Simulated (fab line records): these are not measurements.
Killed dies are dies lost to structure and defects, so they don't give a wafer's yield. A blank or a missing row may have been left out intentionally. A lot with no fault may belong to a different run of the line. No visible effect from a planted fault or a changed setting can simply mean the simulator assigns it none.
Which tool is to blame? || flow gf180mcu || 10 lots with 30 wafers sampled at 4 steps, on a route of 602 steps

== WHAT EACH GAUGE READ, for each wafer ==
GF_V3_RS_MEAS_24: uses a four-point probe to measure.
{"lot": "L483", "measured": "day 23 10:26", "on": "film metro-03", "V3_W_RS (ohm/sq)": "0.335 0.334 0.333"}
{"lot": "L485", "measured": "day 23 18:16", "on": "film metro-04", "V3_W_RS (ohm/sq)": "0.335 0.331 0.332"}
{"lot": "L486", "measured": "day 24 04:35", "on": "film metro-03", "V3_W_RS (ohm/sq)": "0.331 0.337 0.332"}
{"lot": "L489", "measured": "day 25 05:41", "on": "film metro-04", "V3_W_RS (ohm/sq)": "0.333 0.335 0.335"}
{"lot": "L490", "measured": "day 25 12:55", "on": "film metro-03", "V3_W_RS (ohm/sq)": "0.336 0.338 0.334"}
{"lot": "L491", "measured": "day 26 00:58", "on": "film metro-03", "V3_W_RS (ohm/sq)": "0.327 0.328 0.332"}
{"lot": "L493", "measured": "day 26 10:10", "on": "film metro-04", "V3_W_RS (ohm/sq)": "0.332 0.336 0.332"}
{"lot": "L494", "measured": "day 26 13:05", "on": "film metro-03", "V3_W_RS (ohm/sq)": "0.329 0.329 0.331"}
{"lot": "L496", "measured": "day 27 04:19", "on": "film metro-04", "V3_W_RS (ohm/sq)": "0.229 0.230 0.229"}
{"lot": "L497", "measured": "day 27 12:38", "on": "film metro-04", "V3_W_RS (ohm/sq)": "0.230 0.231 0.231"}

GF_V3_THK_MEAS_25: measures by xrf.
{"lot": "L483", "measured": "day 23 10:33", "on": "film metro-03", "V3_W_THK (nm)": "354 359 357"}
{"lot": "L485", "measured": "day 23 18:21", "on": "film metro-04", "V3_W_THK (nm)": "360 364 365"}
{"lot": "L486", "measured": "day 24 04:42", "on": "film metro-03", "V3_W_THK (nm)": "357 352 356"}
{"lot": "L489", "measured": "day 25 05:48", "on": "film metro-04", "V3_W_THK (nm)": "367 369 367"}
{"lot": "L490", "measured": "day 25 13:02", "on": "film metro-03", "V3_W_THK (nm)": "355 353 354"}
{"lot": "L491", "measured": "day 26 01:05", "on": "film metro-03", "V3_W_THK (nm)": "364 364 356"}
{"lot": "L493", "measured": "day 26 10:17", "on": "film metro-04", "V3_W_THK (nm)": "365 363 366"}
{"lot": "L494", "measured": "day 26 13:13", "on": "film metro-03", "V3_W_THK (nm)": "363 366 360"}
{"lot": "L496", "measured": "day 27 04:26", "on": "film metro-04", "V3_W_THK (nm)": "548 540 546"}
{"lot": "L497", "measured": "day 27 12:46", "on": "film metro-04", "V3_W_THK (nm)": "549 545 548"}

== WHICH TOOL RAN EACH LOT (tool, then ch and the chambers of the sampled wafers, then the start) ==
{"lot": "L483", "GF_V3_STRIP_18": "plasma asher-04 ch 0,1, day 23 09:40", "GF_V3_CVD_23": "cvd w-01 ch 0,1, day 23 10:19"}
{"lot": "L485", "GF_V3_STRIP_18": "plasma asher-04 ch 0,1, day 23 17:27", "GF_V3_CVD_23": "cvd w-01 ch 0,1, day 23 18:07"}
{"lot": "L486", "GF_V3_STRIP_18": "plasma asher-02 ch 0,1, day 24 03:50", "GF_V3_CVD_23": "cvd w-01 ch 0,1, day 24 04:28"}
{"lot": "L489", "GF_V3_STRIP_18": "plasma asher-01 ch 0,1, day 25 04:56", "GF_V3_CVD_23": "cvd w-01 ch 0,1, day 25 05:34"}
{"lot": "L490", "GF_V3_STRIP_18": "plasma asher-04 ch 0,1, day 25 12:03", "GF_V3_CVD_23": "cvd w-02 ch 1, day 25 12:43"}
{"lot": "L491", "GF_V3_STRIP_18": "plasma asher-04 ch 0,1, day 26 00:13", "GF_V3_CVD_23": "cvd w-01 ch 0,1, day 26 00:51"}
{"lot": "L493", "GF_V3_STRIP_18": "plasma asher-01 ch 0,1, day 26 09:24", "GF_V3_CVD_23": "cvd w-01 ch 0,1, day 26 10:04"}
{"lot": "L494", "GF_V3_STRIP_18": "plasma asher-04 ch 0,1, day 26 12:20", "GF_V3_CVD_23": "cvd w-01 ch 0,1, day 26 12:59"}
{"lot": "L496", "GF_V3_STRIP_18": "plasma asher-02 ch 0,1, day 27 03:34", "GF_V3_CVD_23": "cvd w-01 ch 0,1, day 27 04:13"}
{"lot": "L497", "GF_V3_STRIP_18": "plasma asher-02 ch 0,1, day 27 11:54", "GF_V3_CVD_23": "cvd w-01 ch 0,1, day 27 12:32"}
- GF_V3_STRIP_18: strips in O2/N2.
- GF_V3_CVD_23: deposits W, target thk 350 nm, time 104.9 s.

== AS READ BY THE TOOLS THEMSELVES (means over the sampled wafers that have a number; for cases with no such wafer, the mark the record gives instead) ==
GF_V3_STRIP_18.
{"lot": "L483", "tool": "plasma asher-04", "drypump motor current A (A)": 5.3, "heater power w (W)": 352, "oes product au (a.u.)": 0.594}
{"lot": "L485", "tool": "plasma asher-04", "drypump motor current A (A)": 5.3, "heater power w (W)": 386, "oes product au (a.u.)": 0.589}
{"lot": "L486", "tool": "plasma asher-02", "drypump motor current A (A)": 6.1, "heater power w (W)": 325, "oes product au (a.u.)": 0.590}
{"lot": "L489", "tool": "plasma asher-01", "drypump motor current A (A)": 5.9, "heater power w (W)": 297, "oes product au (a.u.)": 0.593}
{"lot": "L490", "tool": "plasma asher-04", "drypump motor current A (A)": 5.3, "heater power w (W)": 390, "oes product au (a.u.)": 0.596}
{"lot": "L491", "tool": "plasma asher-04", "drypump motor current A (A)": 5.3, "heater power w (W)": 386, "oes product au (a.u.)": 0.595}
{"lot": "L493", "tool": "plasma asher-01", "drypump motor current A (A)": 5.9, "heater power w (W)": 302, "oes product au (a.u.)": 0.599}
{"lot": "L494", "tool": "plasma asher-04", "drypump motor current A (A)": 5.3, "heater power w (W)": 384, "oes product au (a.u.)": 0.592}
{"lot": "L496", "tool": "plasma asher-02", "drypump motor current A (A)": 6.1, "heater power w (W)": 326, "oes product au (a.u.)": 0.591}
{"lot": "L497", "tool": "plasma asher-02", "drypump motor current A (A)": 6.1, "heater power w (W)": 330, "oes product au (a.u.)": 0.600}

GF_V3_CVD_23.
{"lot": "L483", "tool": "cvd w-01", "heater power w (W)": 887, "susceptor temp C (C)": 400.07}
{"lot": "L485", "tool": "cvd w-01", "heater power w (W)": 943, "susceptor temp C (C)": 400.10}
{"lot": "L486", "tool": "cvd w-01", "heater power w (W)": 934, "susceptor temp C (C)": 399.89}
{"lot": "L489", "tool": "cvd w-01", "heater power w (W)": 930, "susceptor temp C (C)": 399.75}
{"lot": "L490", "tool": "cvd w-02", "heater power w (W)": 851, "susceptor temp C (C)": 399.84}
{"lot": "L491", "tool": "cvd w-01", "heater power w (W)": 893, "susceptor temp C (C)": 400.23}
{"lot": "L493", "tool": "cvd w-01", "heater power w (W)": 939, "susceptor temp C (C)": 399.94}
{"lot": "L494", "tool": "cvd w-01", "heater power w (W)": 936, "susceptor temp C (C)": 399.98}
{"lot": "L496", "tool": "cvd w-01", "heater power w (W)": 1015, "susceptor temp C (C)": 420.72}
{"lot": "L497", "tool": "cvd w-01", "heater power w (W)": 1004, "susceptor temp C (C)": 420.69}

== THE ANSWER, worked out from the rows above alone ==
Rule: the lots themselves supply what counts as usual. Put in order of their means at a reading, lots are off if they are a third of the lots or fewer, leave a main group of 4 or more, and stand apart from it by a gap of 3 or more times the standard deviation of the main group's means; of several such gaps the widest counts. Not used: any main group whose means are identical at the precision the tables above print for the reading. Also off: a lot with no number at a reading for which 4 or more lots have one. Any other lot the step has rows for is counted as sound. After the gauges, taken in route order, come the tools' own readings; for these a lot's mean is taken, as printed above. The first step at which some lot is off is used, and at that step the reading that is off furthest; a lot without a number counts as furthest.
Off: L496, L497, seen at GF_V3_RS_MEAS_24 (V3_W_RS). Main group: mean 0.333 ohm/sq, sd 0.0022.
A tool fits if, at a process step before that reading, it ran every lot that is off, and no sound lot after the first of them. The gauges at GF_V3_RS_MEAS_24 aren't tried: what is off there is off at GF_V3_CVD_23 too, on other tools, and a gauge's error can't cause that. This does not decide it: 2 tools fit, namely plasma asher-02 at GF_V3_STRIP_18 and cvd w-01 at GF_V3_CVD_23.

== WHAT WAS PUT IN BY THE SIMULATOR ==
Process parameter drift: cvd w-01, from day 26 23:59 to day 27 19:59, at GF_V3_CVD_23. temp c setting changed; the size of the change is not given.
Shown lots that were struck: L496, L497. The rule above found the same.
